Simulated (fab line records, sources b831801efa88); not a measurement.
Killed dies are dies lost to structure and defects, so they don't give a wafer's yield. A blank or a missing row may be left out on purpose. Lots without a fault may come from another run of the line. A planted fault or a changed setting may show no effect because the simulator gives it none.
fab line records | flow sky130
record lots=24 wafers=72 last_day=50
route steps=708 shown METAL1@438 VIA2@508 METAL3@533 PASSIVATION@693
lots that met no fault: from a run of the same line without faults
start_h: hours from the record's first day to the start of the lot's first wafer shown | wait_h: hours since the lot's step before | " the same as in the row above | L1.1+2: a row that stands for several wafers | - no value, or no start given | * or withheld: withheld | < > ~ a bound
route shown NAME@n: a module of which the file shows steps, and the number in the route of the first | usual: mean/standard deviation of fault-free wafers | same: alike in all rows | chamber/n: place in a boat | sites: the reading at each site | _std_site: their standard deviation | _edge_site: outer sites' mean less inner sites' | radius_mm: how far each site lies from the wafer's centre | mask NAME#n: copy n | behind: the tool/chamber that last shaped the wafer | hold: why the lot was held/for how many hours/how that ended | device: the transistor (n, p or np) that didn't switch | end of line: the same wafers' tests at the end of the route | a step without rows: its recipe alone | killed: dies lost to structure and defects at the first sort, not the wafer's yield | map: a wafer's dies, x killed, . not, _ none there
set.NAME: the setting as run; set.NAME@STEP: as run at that earlier step | model.NAME: the simulator's own value behind a step, which no gauge read
steps of the route over a sample of lots; a table a step, a row a wafer
services: from which hour (start_h, from the record's first day; less than 0 if before it) a tool's chamber was out of use, for how many hours, and why
## steps
# step SKY_METAL1_SPUTTER_04
# recipe material=TiN target_thk_nm=70 power_w=6500 time_s=58.3 chamber_pressure_pa=0.4
# usual throttle_valve_pct=30.0/0.86
# same time_s=58.3
# columns lot.wafer tool chamber start_h wait_h throttle_valve_pct
L074.1 pvd_sputter-02 - 724.99 0.0 30.4
L074.3 " - " " 30.5
L074.5 " - " " 30.6
L075.3 pvd_sputter-03 - 755.46 0.0 28.9
L075.4 " - " " 28.2
L075.5 " - " " 29.0
L076.2 pvd_sputter-03 - 770.56 0.0 28.3
L076.5 " - " " 29.1
L076.6 " - " " 28.0
L077.1 pvd_sputter-04 - 779.07 0.0 30.0
L077.3 " - " " 29.7
L077.5 " - " " 30.6
L078.3 pvd_sputter-04 - 796.00 0.0 29.9
L078.4 " - " " 29.6
L078.6 " - " " 30.1
L079.1 pvd_sputter-04 - 799.29 0.0 29.4
L079.3 " - " " 29.8
L079.5 " - " " 30.5
L081.1 pvd_sputter-02 - 800.55 0.0 30.2
L081.4 " - " " 30.1
L081.6 " - " " 31.5
L080.1 pvd_sputter-04 - 802.06 0.0 30.1
L080.2 " - " " 29.3
L080.6 " - " " 30.3
L083.1 pvd_sputter-03 - 802.46 0.0 29.1
L083.2 " - " " 29.4
L083.6 " - " " 29.4
L082.2 pvd_sputter-02 - 805.15 0.0 30.1
L082.3 " - " " 31.7
L082.5 " - " " 30.4
L084.1 pvd_sputter-04 - 818.54 0.0 30.1
L084.2 " - " " 30.5
L084.3 " - " " 30.1
L085.1 pvd_sputter-03 - 821.72 0.0 28.4
L085.2 " - " " 29.5
L085.6 " - " " 30.0
L086.2 pvd_sputter-02 - 829.95 0.0 31.4
L086.3 " - " " 30.9
L086.6 " - " " 30.7
L087.1 pvd_sputter-02 - 841.40 0.0 30.4
L087.5 " - " " 31.5
L087.6 " - " " 30.3
L088.2 pvd_sputter-02 - 850.10 0.0 30.7
L088.3 " - " " 31.4
L088.5 " - " " 31.5
L089.1 pvd_sputter-03 - 851.39 0.0 28.4
L089.3 " - " " 29.5
L089.6 " - " " 30.0
L090.4 pvd_sputter-03 - 855.41 0.0 28.1
L090.5 " - " " 28.6
L090.6 " - " " 28.3
L091.2 pvd_sputter-02 - 866.84 0.0 30.3
L091.4 " - " " 31.5
L091.5 " - " " 29.8
L092.3 pvd_sputter-04 - 887.25 0.0 29.8
L092.4 " - " " 30.5
L092.6 " - " " 30.0
L093.2 pvd_sputter-02 - 894.66 0.0 31.5
L093.4 " - " " 30.5
L093.5 " - " " 30.4
L095.1 pvd_sputter-03 - 898.72 0.0 29.3
L095.4 " - " " 29.0
L095.6 " - " " 29.4
L094.1 pvd_sputter-03 - 900.77 0.0 29.5
L094.4 " - " " 29.0
L094.6 " - " " 28.6
L096.3 pvd_sputter-03 - 903.10 0.0 30.3
L096.4 " - " " 29.6
L096.5 " - " " 29.9
L097.2 pvd_sputter-02 - 916.17 0.0 30.0
L097.3 " - " " 30.6
L097.5 " - " " 30.1
# step SKY_VIA2_THK_MEAS_01
# recipe reads=SiO2_of_VIA2_HDPCVD_00
# usual VIA2_HDPCVD_THK=1192/10
# columns lot.wafer tool chamber start_h wait_h VIA2_HDPCVD_THK[nm]
L074.1 film_metro-04 - 810.56 0.1 1186
L074.3 " - " " 1219
L074.5 " - " " 1212
L075.3 film_metro-04 - 840.07 0.1 1177
L075.4 " - " " 1187
L075.5 " - " " 1194
L076.2 film_metro-01 - 853.86 0.1 1185
L076.5 " - " " 1201
L076.6 " - " " 1178
L077.1 film_metro-01 - 863.89 0.1 1187
L077.3 " - " " 1177
L077.5 " - " " 1207
L078.3 film_metro-01 - 879.10 0.1 1208
L078.4 " - " " 1194
L078.6 " - " " 1190
L079.1 film_metro-04 - 880.10 0.1 1186
L079.3 " - " " 1202
L079.5 " - " " 1187
L081.1 film_metro-01 - 882.43 0.1 1210
L081.4 " - " " 1205
L081.6 " - " " 1197
L080.1 film_metro-04 - 883.29 0.1 1196
L080.2 " - " " 1196
L080.6 " - " " 1196
L083.1 film_metro-04 - 884.69 0.1 1200
L083.2 " - " " 1194
L083.6 " - " " 1197
L082.2 film_metro-04 - 887.16 0.1 1181
L082.3 " - " " 1204
L082.5 " - " " 1178
L084.1 film_metro-04 - 902.04 0.1 1188
L084.2 " - " " 1187
L084.3 " - " " 1195
L085.1 film_metro-04 - 904.10 0.1 1203
L085.2 " - " " 1196
L085.6 " - " " 1190
L086.2 film_metro-01 - 910.67 0.1 1195
L086.3 " - " " 1200
L086.6 " - " " 1194
L087.1 film_metro-03 - 921.98 0.1 1189
L087.5 " - " " 1195
L087.6 " - " " 1198
L088.2 film_metro-03 - 930.24 0.1 1198
L088.3 " - " " 1196
L088.5 " - " " 1193
L089.1 film_metro-01 - 931.65 0.1 1187
L089.3 " - " " 1180
L089.6 " - " " 1196
L090.4 film_metro-03 - 935.52 0.0 1187
L090.5 " - " " 1205
L090.6 " - " " 1198
L091.2 film_metro-03 - 946.14 0.1 1197
L091.4 " - " " 1186
L091.5 " - " " 1209
L092.3 film_metro-04 - 966.22 0.1 1193
L092.4 " - " " 1180
L092.6 " - " " 1189
L093.2 film_metro-01 - 971.87 0.1 1194
L093.4 " - " " 1197
L093.5 " - " " 1184
L095.1 film_metro-04 - 976.51 0.1 1212
L095.4 " - " " 1199
L095.6 " - " " 1189
L094.1 film_metro-01 - 980.08 0.1 1202
L094.4 " - " " 1186
L094.6 " - " " 1187
L096.3 film_metro-04 - 981.57 0.1 1198
L096.4 " - " " 1192
L096.5 " - " " 1204
L097.2 film_metro-04 - 991.70 0.1 1182
L097.3 " - " " 1185
L097.5 " - " " 1179
# step SKY_METAL3_SPUTTER_01
# recipe material=TiN target_thk_nm=20 power_w=6500 time_s=16.7 chamber_pressure_pa=0.4
# usual throttle_valve_pct=29.8/0.85
# same time_s=16.7
# columns lot.wafer tool chamber start_h wait_h throttle_valve_pct
L074.1 pvd_sputter-03 - 838.70 0.0 28.3
L074.3 " - " " 28.7
L074.5 " - " " 29.5
L075.3 pvd_sputter-03 - 867.55 0.0 29.3
L075.4 " - " " 29.9
L075.5 " - " " 28.7
L076.2 pvd_sputter-02 - 881.64 0.0 31.7
L076.5 " - " " 30.9
L076.6 " - " " 30.6
L077.1 pvd_sputter-04 - 890.85 0.0 30.4
L077.3 " - " " 29.4
L077.5 " - " " 29.5
L078.3 pvd_sputter-04 - 905.78 0.0 30.6
L078.4 " - " " 29.9
L078.6 " - " " 30.1
L079.1 pvd_sputter-04 - 907.45 0.0 30.2
L079.3 " - " " 30.6
L079.5 " - " " 29.5
L081.1 pvd_sputter-03 - 909.34 0.0 29.1
L081.4 " - " " 28.1
L081.6 " - " " 29.2
L080.1 pvd_sputter-04 - 910.08 0.0 29.7
L080.2 " - " " 30.7
L080.6 " - " " 29.4
L083.1 pvd_sputter-02 - 911.94 0.0 30.5
L083.2 " - " " 31.6
L083.6 " - " " 31.8
L082.2 pvd_sputter-02 - 915.08 0.0 30.2
L082.3 " - " " 31.5
L082.5 " - " " 30.6
L084.1 pvd_sputter-04 - 930.04 0.0 30.1
L084.2 " - " " 29.8
L084.3 " - " " 30.6
L085.1 pvd_sputter-02 - 931.47 0.0 31.5
L085.2 " - " " 29.6
L085.6 " - " " 30.1
L086.2 pvd_sputter-04 - 936.93 0.0 30.3
L086.3 " - " " 29.8
L086.6 " - " " 30.6
L087.1 pvd_sputter-02 - 948.93 0.0 31.4
L087.5 " - " " 30.4
L087.6 " - " " 31.4
L088.2 pvd_sputter-03 - 956.76 0.0 28.4
L088.3 " - " " 28.9
L088.5 " - " " 28.9
L089.1 pvd_sputter-03 - 957.88 0.0 30.0
L089.3 " - " " 28.6
L089.6 " - " " 30.1
L090.4 pvd_sputter-04 - 961.84 0.0 30.5
L090.5 " - " " 29.8
L090.6 " - " " 29.5
L091.2 pvd_sputter-03 - 972.53 0.0 30.3
L091.4 " - " " 28.3
L091.5 " - " " 30.1
L092.3 pvd_sputter-02 - 991.44 0.0 30.5
L092.4 " - " " 30.1
L092.6 " - " " 30.5
L093.2 pvd_sputter-03 - 997.08 0.0 29.6
L093.4 " - " " 29.5
L093.5 " - " " 28.2
L095.1 pvd_sputter-03 - 1001.89 0.0 29.0
L095.4 " - " " 30.1
L095.6 " - " " 30.2
L094.1 pvd_sputter-03 - 1005.83 0.0 29.2
L094.4 " - " " 30.0
L094.6 " - " " 28.2
L096.3 pvd_sputter-03 - 1006.78 0.0 30.2
L096.4 " - " " 28.3
L096.5 " - " " 28.5
L097.2 pvd_sputter-04 - 1016.59 0.0 30.5
L097.3 " - " " 29.6
L097.5 " - " " 29.8
# step SKY_METAL3_ETCH_16
# recipe chemistry=N2/H2 target=BARC ion_energy_ev=200 bias_w=100 pressure_mtorr=30 n2_flow_sccm=100 h2_flow_sccm=200 icp_w=500 stop_on=SiO2 time_s=88.2 target_depth_a=600
# usual drypump_motor_current_A=5.9/0.42 oes_product_au=0.626/0.0044 throttle_valve_pct=13.204/0.0095
# same time_s=88.2
# columns lot.wafer tool chamber start_h wait_h drypump_motor_current_A oes_product_au rf_hours_counter_h throttle_valve_pct
L074.1 rie_metal-02 1 890.87 0.0 5.7 0.627 7 13.203
L074.3 " 0 " " 5.4 0.629 - 13.204
L074.5 " 0 " " 5.4 0.631 - 13.208
L075.3 rie_metal-01 1 918.45 0.0 6.5 0.629 - 13.193
L075.4 " 0 " " 6.3 0.627 - 13.205
L075.5 " 1 " " 6.5 0.626 - 13.205
L076.2 rie_metal-04 1 932.88 0.0 5.6 0.628 2 13.208
L076.5 " 1 " " 5.5 0.626 - 13.220
L076.6 " 0 " " 5.7 0.622 - 13.203
L077.1 rie_metal-01 0 939.22 0.0 6.3 0.627 12 13.213
L077.3 " 1 " " 6.5 0.627 - 13.215
L077.5 " 1 " " 6.5 0.632 - 13.213
L078.3 rie_metal-02 0 956.32 0.0 5.4 0.634 - 13.207
L078.4 " 1 " " 5.7 0.630 - 13.210
L078.6 " 0 " " 5.4 0.625 - 13.221
L079.1 rie_metal-01 1 957.36 0.0 6.5 0.620 7 13.201
L079.3 " 1 " " 6.5 0.622 - 13.194
L079.5 " 0 " " 6.3 0.630 - 13.190
L081.1 rie_metal-02 1 959.02 0.0 5.7 0.631 8 13.224
L081.4 " 1 " " 5.7 0.623 - 13.202
L081.6 " 1 " " 5.7 0.628 - 13.200
L080.1 rie_metal-04 1 960.08 0.0 5.5 0.625 3 13.212
L080.2 " 0 " " 5.7 0.630 19 13.213
L080.6 " 0 " " 5.7 0.628 - 13.211
L083.1 rie_metal-01 0 962.43 0.0 6.3 0.631 13 13.204
L083.2 " 1 " " 6.5 0.621 7 13.206
L083.6 " 1 " " 6.5 0.626 - 13.222
L082.2 rie_metal-04 0 965.07 0.0 5.6 0.620 19 13.184
L082.3 " 0 " " 5.7 0.626 - 13.208
L082.5 " 0 " " 5.6 0.627 - 13.198
L084.1 rie_metal-02 0 978.69 0.0 5.4 0.626 18 13.190
L084.2 " 1 " " 5.8 0.620 10 13.194
L084.3 " 1 " " 5.7 0.625 - 13.212
L085.1 rie_metal-01 0 980.92 0.0 6.3 0.625 14 13.201
L085.2 " 1 " " 6.5 0.624 8 13.189
L085.6 " 0 " " 6.3 0.634 - 13.218
L086.2 rie_metal-04 1 986.09 0.0 5.5 0.626 5 13.181
L086.3 " 1 " " 5.5 0.627 - 13.196
L086.6 " 0 " " 5.7 0.624 - 13.203
L087.1 rie_metal-04 0 997.93 0.0 5.6 0.631 21 13.228
L087.5 " 0 " " 5.7 0.619 - 13.223
L087.6 " 1 " " 5.5 0.622 - 13.190
L088.2 rie_metal-01 0 1004.69 0.0 6.3 0.624 14 13.212
L088.3 " 1 " " 6.5 0.629 - 13.203
L088.5 " 0 " " 6.3 0.637 - 13.202
L089.1 rie_metal-04 0 1005.87 0.0 5.6 0.637 21 13.212
L089.3 " 0 " " 5.6 0.615 - 13.215
L089.6 " 1 " " 5.5 0.627 - 13.205
L090.4 rie_metal-04 0 1009.31 0.0 5.6 0.627 - 13.188
L090.5 " 1 " " 5.5 0.618 - 13.190
L090.6 " 0 " " 5.7 0.628 - 13.212
L091.2 rie_metal-02 0 1019.29 0.0 5.4 0.631 20 13.200
L091.4 " 1 " " 5.7 0.628 - 13.209
L091.5 " 0 " " 5.4 0.628 - 13.204
L092.3 rie_metal-01 1 1037.76 0.0 6.5 0.630 - 13.215
L092.4 " 0 " " 6.3 0.632 - 13.188
L092.6 " 1 " " 6.5 0.623 - 13.196
L093.2 rie_metal-01 0 1042.32 0.0 6.3 0.629 17 13.218
L093.4 " 1 " " 6.5 0.626 - 13.190
L093.5 " 0 " " 6.3 0.624 - 13.222
L095.1 rie_metal-01 1 1046.98 0.0 6.5 0.630 11 13.200
L095.4 " 1 " " 6.5 0.623 - 13.196
L095.6 " 1 " " 6.5 0.625 - 13.199
L094.1 rie_metal-02 1 1049.43 0.0 5.7 0.620 15 13.210
L094.4 " 1 " " 5.7 0.625 - 13.213
L094.6 " 0 " " 5.4 0.623 - 13.216
L096.3 rie_metal-02 0 1052.40 0.0 5.4 0.626 - 13.204
L096.4 " 1 " " 5.7 0.621 - 13.204
L096.5 " 0 " " 5.4 0.631 - 13.199
L097.2 rie_metal-02 1 1060.98 0.0 5.7 0.620 15 13.184
L097.3 " 1 " " 5.7 0.615 - 13.205
L097.5 " 0 " " 5.4 0.624 - 13.207
# step SKY_METAL3_STRIP_19
# recipe chemistry=O2/N2 power_w=1400 pressure_mtorr=1500 platen_temp_c=withheld o2_flow_sccm=3000 n2_flow_sccm=300 overash_fraction=0.5
# usual drypump_motor_current_A=5.7/0.5 oes_product_au=0.498/0.0054 strip_time_to_endpoint_s=6.43/0.066
# same overash_fraction=0.5
# columns lot.wafer tool chamber start_h wait_h drypump_motor_current_A oes_product_au rf_hours_counter_h strip_time_to_endpoint_s
L074.1 plasma_asher-02 1 891.17 0.1 5.9 0.499 15 6.46
L074.3 " 0 " " 5.1 0.495 - 6.45
L074.5 " 0 " " 5.2 0.499 - 6.38
L075.3 plasma_asher-02 1 918.92 0.2 5.8 0.485 - 6.31
L075.4 " 0 " " 5.1 0.494 - 6.33
L075.5 " 0 " " 5.1 0.496 - 6.31
L076.2 plasma_asher-04 0 933.18 0.1 6.3 0.501 76 6.44
L076.5 " 1 " " 4.8 0.501 - 6.44
L076.6 " 0 " " 6.3 0.497 - 6.43
L077.1 plasma_asher-02 0 939.51 0.1 5.1 0.494 20 6.43
L077.3 " 1 " " 5.9 0.493 - 6.42
L077.5 " 0 " " 5.1 0.490 - 6.41
L078.3 plasma_asher-04 1 956.61 0.1 4.8 0.497 - 6.54
L078.4 " 0 " " 6.3 0.508 - 6.46
L078.6 " 0 " " 6.3 0.496 - 6.52
L079.1 plasma_asher-04 1 957.65 0.1 4.8 0.494 79 6.44
L079.3 " 0 " " 6.4 0.492 - 6.45
L079.5 " 0 " " 6.3 0.499 - 6.39
L081.1 plasma_asher-03 0 959.31 0.1 6.2 0.495 116 6.48
L081.4 " 0 " " 6.2 0.507 - 6.61
L081.6 " 1 " " 5.8 0.514 - 6.58
L080.1 plasma_asher-04 1 960.38 0.1 4.8 0.507 79 6.49
L080.2 " 0 " " 6.3 0.503 79 6.39
L080.6 " 0 " " 6.3 0.496 - 6.44
L083.1 plasma_asher-03 0 962.73 0.1 6.2 0.494 116 6.41
L083.2 " 1 " " 5.8 0.500 116 6.53
L083.6 " 1 " " 5.8 0.504 - 6.46
L082.2 plasma_asher-03 1 965.36 0.1 5.8 0.497 117 6.45
L082.3 " 0 " " 6.2 0.502 - 6.43
L082.5 " 1 " " 5.8 0.505 - 6.45
L084.1 plasma_asher-02 0 978.98 0.1 5.2 0.502 24 6.53
L084.2 " 1 " " 5.9 0.502 24 6.46
L084.3 " 1 " " 5.9 0.505 - 6.61
L085.1 plasma_asher-04 1 981.22 0.1 4.8 0.493 81 6.41
L085.2 " 0 " " 6.3 0.498 81 6.44
L085.6 " 1 " " 4.8 0.505 - 6.44
L086.2 plasma_asher-02 0 986.38 0.1 5.1 0.497 25 6.42
L086.3 " 0 " " 5.1 0.501 - 6.45
L086.6 " 1 " " 5.9 0.503 - 6.52
L087.1 plasma_asher-02 1 998.22 0.1 5.9 0.502 26 6.43
L087.5 " 1 " " 5.9 0.507 - 6.49
L087.6 " 0 " " 5.2 0.505 - 6.45
L088.2 plasma_asher-02 1 1004.98 0.1 5.9 0.496 26 6.35
L088.3 " 0 " " 5.1 0.497 - 6.39
L088.5 " 1 " " 5.9 0.500 - 6.47
L089.1 plasma_asher-02 0 1006.16 0.1 5.1 0.504 27 6.44
L089.3 " 0 " " 5.1 0.498 - 6.38
L089.6 " 1 " " 5.9 0.496 - 6.43
L090.4 plasma_asher-03 0 1009.60 0.1 6.2 0.504 - 6.47
L090.5 " 0 " " 6.2 0.500 - 6.36
L090.6 " 1 " " 5.8 0.501 - 6.45
L091.2 plasma_asher-02 0 1019.76 0.2 5.1 0.504 28 6.45
L091.4 " 1 " " 5.9 0.507 - 6.57
L091.5 " 1 " " 5.9 0.504 - 6.50
L092.3 plasma_asher-02 0 1038.05 0.1 5.1 0.508 - 6.37
L092.4 " 1 " " 5.8 0.503 - 6.50
L092.6 " 1 " " 5.9 0.503 - 6.45
L093.2 plasma_asher-03 1 1042.61 0.1 5.8 0.504 124 6.54
L093.4 " 1 " " 5.8 0.497 - 6.40
L093.5 " 0 " " 6.2 0.496 - 6.47
L095.1 plasma_asher-03 0 1047.27 0.1 6.2 0.496 125 6.37
L095.4 " 0 " " 6.2 0.487 - 6.35
L095.6 " 1 " " 5.8 0.493 - 6.34
L094.1 plasma_asher-03 1 1049.72 0.1 5.8 0.506 125 6.41
L094.4 " 0 " " 6.2 0.503 - 6.40
L094.6 " 0 " " 6.2 0.496 - 6.44
L096.3 plasma_asher-02 0 1052.70 0.1 5.1 0.496 - 6.39
L096.4 " 1 " " 5.9 0.499 - 6.37
L096.5 " 1 " " 5.9 0.503 - 6.34
L097.2 plasma_asher-02 1 1061.27 0.1 5.9 0.492 33 6.31
L097.3 " 1 " " 5.9 0.503 - 6.30
L097.5 " 0 " " 5.1 0.512 - 6.42
# step SKY_PASSIVATION_STRIP_12
# recipe chemistry=O2/N2 power_w=1400 pressure_mtorr=1500 platen_temp_c=withheld overash_fraction=0.7 o2_flow_sccm=3000 n2_flow_sccm=300
# usual drypump_motor_current_A=5.8/0.44 oes_product_au=0.661/0.0047 strip_time_to_endpoint_s=31.52/0.12
# same overash_fraction=0.7
# columns lot.wafer tool chamber start_h wait_h drypump_motor_current_A oes_product_au rf_hours_counter_h strip_time_to_endpoint_s
L074.1 plasma_asher-03 0 1039.60 0.1 6.2 0.659 124 31.36
L074.3 " 1 " " 5.8 0.658 - 31.47
L074.5 " 0 " " 6.2 0.658 - 31.51
L075.3 plasma_asher-04 1 1063.73 0.1 4.8 0.663 - 31.26
L075.4 " 0 " " 6.3 0.665 - 31.30
L075.5 " 0 " " 6.3 0.666 - 31.28
L076.2 plasma_asher-04 1 1077.20 0.1 4.8 0.662 89 31.65
L076.5 " 1 " " 4.8 0.660 - 31.50
L076.6 " 0 " " 6.3 0.658 - 31.50
L077.1 plasma_asher-03 1 1081.94 0.1 5.8 0.655 2 31.55
L077.3 " 0 " " 6.2 0.668 - 31.51
L077.5 " 1 " " 5.8 0.661 - 31.52
L078.3 plasma_asher-01 1 1098.23 0.1 5.9 0.661 - 31.55
L078.4 " 0 " " 5.6 0.656 - 31.52
L078.6 " 1 " " 5.8 0.655 - 31.61
L079.1 plasma_asher-03 1 1098.79 0.1 5.8 0.664 3 31.65
L079.3 " 1 " " 5.8 0.661 - 31.55
L079.5 " 1 " " 5.8 0.667 - 31.50
L081.1 plasma_asher-04 0 1099.24 0.1 6.4 0.661 92 31.45
L081.4 " 0 " " 6.3 0.673 - 31.42
L081.6 " 1 " " 4.8 0.651 - 31.53
L080.1 plasma_asher-01 0 1101.10 0.1 5.6 0.660 68 31.41
L080.2 " 1 " " 5.8 0.658 68 31.62
L080.6 " 0 " " 5.6 0.660 - 31.60
L083.1 plasma_asher-01 0 1103.35 0.1 5.6 0.663 68 31.43
L083.2 " 1 " " 5.9 0.665 68 31.40
L083.6 " 0 " " 5.6 0.665 - 31.40
L082.2 plasma_asher-03 1 1106.10 0.1 5.8 0.659 4 31.41
L082.3 " 0 " " 6.2 0.655 - 31.55
L082.5 " 1 " " 5.8 0.658 - 31.48
L084.1 plasma_asher-01 0 1117.54 0.1 5.6 0.663 70 31.35
L084.2 " 1 " " 5.9 0.655 70 31.52
L084.3 " 0 " " 5.6 0.655 - 31.41
L085.1 plasma_asher-01 1 1119.85 0.1 5.8 0.660 70 31.69
L085.2 " 0 " " 5.6 0.660 70 31.64
L085.6 " 0 " " 5.6 0.656 - 31.64
L086.2 plasma_asher-03 1 1123.69 0.1 5.8 0.662 5 31.62
L086.3 " 1 " " 5.8 0.654 - 31.74
L086.6 " 1 " " 5.8 0.664 - 31.52
L087.1 plasma_asher-04 1 1132.54 0.1 4.8 0.661 95 31.80
L087.5 " 0 " " 6.3 0.659 - 31.31
L087.6 " 1 " " 4.8 0.666 - 31.53
L088.2 plasma_asher-04 0 1138.20 0.1 6.3 0.666 96 31.63
L088.3 " 0 " " 6.3 0.660 - 31.41
L088.5 " 0 " " 6.3 0.659 - 31.63
L089.1 plasma_asher-03 0 1140.54 0.1 6.2 0.658 7 31.39
L089.3 " 0 " " 6.2 0.653 - 31.46
L089.6 " 0 " " 6.2 0.665 - 31.33
L090.4 plasma_asher-01 1 1143.33 0.1 5.8 0.652 - 31.51
L090.5 " 1 " " 5.9 0.656 - 31.57
L090.6 " 0 " " 5.6 0.660 - 31.68
L091.2 plasma_asher-03 1 1149.54 0.1 5.8 0.660 8 31.61
L091.4 " 1 " " 5.8 0.657 - 31.40
L091.5 " 0 " " 6.2 0.664 - 31.43
L092.3 plasma_asher-01 0 1165.92 0.1 5.6 0.658 - 31.59
L092.4 " 1 " " 5.9 0.661 - 31.60
L092.6 " 0 " " 5.6 0.658 - 31.31
L093.2 plasma_asher-03 1 1169.69 0.1 5.8 0.669 10 31.67
L093.4 " 1 " " 5.8 0.658 - 31.89
L093.5 " 0 " " 6.2 0.660 - 31.67
L095.1 plasma_asher-04 1 1171.24 0.1 4.8 0.663 99 31.54
L095.4 " 0 " " 6.3 0.674 - 31.68
L095.6 " 1 " " 4.8 0.659 - 31.62
L094.1 plasma_asher-03 1 1174.49 0.1 5.8 0.655 10 31.43
L094.4 " 1 " " 5.8 0.669 - 31.41
L094.6 " 1 " " 5.8 0.661 - 31.40
L096.3 plasma_asher-01 1 1175.83 0.1 5.9 0.663 - 31.51
L096.4 " 0 " " 5.6 0.669 - 31.58
L096.5 " 1 " " 5.8 0.670 - 31.56
L097.2 plasma_asher-01 0 1183.55 0.1 5.6 0.655 76 31.27
L097.3 " 1 " " 5.8 0.664 - 31.51
L097.5 " 1 " " 5.9 0.664 - 31.38
## services
# columns tool chamber start_h hours kind
rie_metal-01 0 725.22 4.6 repair
plasma_asher-02 - 733.75 9.0 pm
plasma_asher-03 - 739.03 3.2 repair
pvd_sputter-02 - 749.50 1.7 repair
plasma_asher-04 - 790.65 12.4 repair
plasma_asher-04 - 813.94 10.0 pm
plasma_asher-01 - 823.24 0.4 repair
rie_metal-01 0 823.68 3.1 repair
plasma_asher-04 - 854.07 2.8 pm
plasma_asher-01 - 859.17 1.4 repair
rie_metal-01 1 875.61 3.7 repair
pvd_sputter-02 - 882.23 5.3 repair
plasma_asher-04 - 888.12 1.5 repair
plasma_asher-01 - 944.19 2.3 repair
pvd_sputter-03 - 966.55 3.4 repair
plasma_asher-04 - 994.84 1.9 repair
pvd_sputter-02 - 1005.81 5.8 repair
plasma_asher-04 - 1019.45 0.5 repair
pvd_sputter-04 - 1020.83 1.3 repair
plasma_asher-04 - 1041.24 7.8 repair
plasma_asher-03 - 1055.25 9.0 pm
plasma_asher-03 - 1108.27 5.9 repair
pvd_sputter-03 - 1142.79 3.9 repair
pvd_sputter-02 - 1179.92 4.5 repair
## key
fault none
